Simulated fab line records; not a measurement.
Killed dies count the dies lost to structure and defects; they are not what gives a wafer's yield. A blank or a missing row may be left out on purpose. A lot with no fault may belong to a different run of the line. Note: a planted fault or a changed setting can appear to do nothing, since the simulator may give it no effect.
Struck lot and sound lot, side by side + flow sky130 + 21 steps out of a route of 708
Sound: these wafers, L436.2, L436.3, L436.6. Struck: wafers L448.2, L448.3, L448.4. The cause is named last.
For every step that has rows: the tool of each side, followed by ch and its chambers, followed by its first start. Under that, the readings that differ: sound wafers + struck wafers + difference of the means + sigmas: that difference in standard deviations of wafers without a fault.
alike: readings whose means differ by less than 2 such deviations, and words and numbers that are the same on both sides. not compared: withheld readings, readings that some wafer has no value for, bounds like >300 that may hide the same value, and numbers for which the record gives no deviation and whose values overlap.
A row with sigmas, a row that says differs or no value, or rows on one side alone: a step with any of these is where the two part. Non-overlapping numbers with no deviation appear without sigmas and do not part them. Lack of a reading on every wafer of one side parts them only where that side has two or more wafers.

SKY_NWELL_OVL_MEAS_23:
  sound on overlay-02, day 5 18:55; struck on overlay-02, day 8 18:01
  alike: NWELL_01_OVL
after that, 1 step had no rows for these wafers: SKY_NWELL_IMPLANT_24.
SKY_NWELL_STRIP_25: strips in O2/N2.
  sound on plasmaAsher-02 ch 0,1, day 5 19:06; struck on plasmaAsher-02 ch 0,1, day 8 18:12
  alike: drypumpMotorCurrentA, oesProductAu, stripTimeToEndpointS
  not compared: rfHoursCounterH
SKY_NWELL_TW_MEAS_26:
  sound on filmMetro-02, day 5 19:13; struck on filmMetro-02, day 8 18:19
  alike: NWELL_2_TW
then, 1 step without rows for these wafers: SKY_NWELL_CLEAN_27 (cleans in SC1/SC2, time 150 s).
SKY_NWELL_RTA_28: time 30 s.
  sound on rtpAnneal-01 ch 0, day 5 19:20; struck on rtpAnneal-01 ch 0, day 8 18:26
  alike: lampPowerPct, rampUpCPerS, wafer_temp_C_max
SKY_NWELL_RS_MEAS_29: measures by four-point-probe.
  sound on filmMetro-03, day 5 19:26; struck on filmMetro-03, day 8 18:32
  alike: NWELL_RS
SKY_NWELL_RS_MEAS_31: measures by four-point-probe.
  sound on filmMetro-03, day 5 19:40; struck on filmMetro-03, day 8 18:46
  alike: PWDE_RS
then, 3 steps without rows for these wafers: SKY_VT_ADJUST_HVTP_DEHYDRATE_00 (time 60 s); SKY_VT_ADJUST_HVTP_HMDS_01 (prime time 60 s); SKY_VT_ADJUST_HVTP_COAT_02 (resist thk 1140 nm).
SKY_VT_ADJUST_HVTP_SOFTBAKE_03: time 60 s.
  sound on lithoTrack-04 ch 0, day 6 04:44; struck on lithoTrack-03 ch 0, day 9 05:20
| reading               | sound             | struck            | difference | sigmas      |
|-----------------------|-------------------|-------------------|------------|-------------|
| heaterPowerTotalW (W) | 56.55 56.56 56.53 | 50.37 50.24 50.26 | -6.26      | -99 or more |
| plateTempC (C)        | 90.01 89.85 89.89 | 82.56 82.73 82.71 | -7.25      | -52         |
  alike: resistLineTempC
then, 2 steps without rows for these wafers: SKY_VT_ADJUST_HVTP_EXPOSE_04 (exposes mask HVTPM, target cd 380 nm); SKY_VT_ADJUST_HVTP_PEB_05.
SKY_VT_ADJUST_HVTP_DEVELOP_06: develop time 60 s.
  sound on lithoTrack-03 ch 0, day 6 13:14; struck on lithoTrack-04 ch 0, day 9 15:32
| reading                                            | sound          | struck         | difference | sigmas |
|----------------------------------------------------|----------------|----------------|------------|--------|
| model.NOVOLAK_of_VT_ADJUST_HVTP_COAT_02.thkNm (nm) | 1139 1141 1138 | 1164 1165 1167 | +26        |        |
  alike: resistLineTempC
SKY_VT_ADJUST_HVTP_CD_MEAS_07: target cd 380 nm.
  sound on cdSem-02, day 6 13:22; struck on cdSem-02, day 9 15:41
  alike: cdNm
SKY_VT_ADJUST_HVTP_OVL_MEAS_08:
  sound on overlay-02, day 6 13:29; struck on overlay-02, day 9 15:47
  alike: VT_ADJUST_HVTP_OVL
after that, 1 step had no rows for these wafers: SKY_VT_ADJUST_HVTP_IMPLANT_09.
SKY_VT_ADJUST_HVTP_STRIP_10: strips in O2/N2.
  sound on plasmaAsher-01 ch 0,1, day 6 13:40; struck on plasmaAsher-01 ch 0,1, day 9 15:58
| reading                  | sound             | struck            | difference | sigmas |
|--------------------------|-------------------|-------------------|------------|--------|
| stripTimeToEndpointS (s) | 14.20 14.19 14.14 | 14.44 14.44 14.47 | +0.27      | +7     |
  alike: drypumpMotorCurrentA, oesProductAu
  not compared: rfHoursCounterH
SKY_VT_ADJUST_HVTP_TW_MEAS_11:
  sound on filmMetro-01, day 6 13:46; struck on filmMetro-01, day 9 16:05
  alike: VT_ADJUST_HVTP_TW
after that, 1 step had no rows for these wafers: SKY_PAD_OPEN_PROBE_99.

WHERE THEY PART
At SKY_VT_ADJUST_HVTP_SOFTBAKE_03 first; at SKY_VT_ADJUST_HVTP_STRIP_10 last (within this record only). Later steps at which nothing parts them and some readings are alike: SKY_VT_ADJUST_HVTP_TW_MEAS_11.

WHY: what the simulator had put in
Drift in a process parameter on lithoTrack-03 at SKY_VT_ADJUST_HVTP_SOFTBAKE_03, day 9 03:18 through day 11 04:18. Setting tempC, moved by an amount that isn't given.
